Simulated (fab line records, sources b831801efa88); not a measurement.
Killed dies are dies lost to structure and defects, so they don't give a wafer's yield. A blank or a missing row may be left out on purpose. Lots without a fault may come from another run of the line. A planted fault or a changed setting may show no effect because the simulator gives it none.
Chamber matching | flow sfq_line | SFQ_TRILAYER_A5B_DEP_PECVD_129 on pecvd-03: 3 sister chambers
The step deposits SiO2 from SiH4/N2O, time 133.33 s, target thk 600 nm. 6 wafers are shown with their chamber, then 8 later ones without.

WAFERS WITH THEIR CHAMBER
wafer  | chamber | throttle_valve_pct (%) | heater_power_outer_w (W)
L173.5 | 0       | 25.2                   | 35
L173.6 | 2       | 27.3                   | 15
L175.1 | 2       | 27.2                   | 12
L175.2 | 0       | 25.3                   | 45
L175.3 | 1       | 26.3                   | 30
L176.1 | 1       | 26.5                   | 29

WAFERS WITHOUT THEIR CHAMBER
wafer  | throttle_valve_pct (%) | heater_power_outer_w (W)
L176.5 | 27.3                   | 18
L176.6 | 25.0                   | 48
L179.2 | 26.3                   | 30
L179.4 | 25.3                   | 44
L179.6 | 26.4                   | 32
L180.2 | 25.2                   | 38
L180.3 | 26.8                   | 31
L180.4 | 27.3                   | 9

WHICH CHAMBER EACH WENT THROUGH
wafer  | from the rows above | in truth
L176.5 | 2                   | 2
L176.6 | 0                   | 0
L179.2 | 1                   | 1
L179.4 | 0                   | 0
L179.6 | 1                   | 1
L180.2 | 0                   | 0
L180.3 | 1                   | 1
L180.4 | 2                   | 2
Placed correctly: 8 of 8. Can't be placed from these rows: 0. Placed wrongly: 0.
How it was worked out, from the rows above alone: a wafer's distance from a chamber is the root of the sum, over the readings, of the square of ((its reading less the chamber's mean) divided by the reading's scatter). The wafer belongs to the nearest chamber; if the next one is less than 2 further off, it can't be placed. A chamber's mean is the mean of its shown wafers. The scatter: the root of (the sum of the squares of (reading less its chamber's mean) over the shown wafers, divided by (wafers less chambers)).
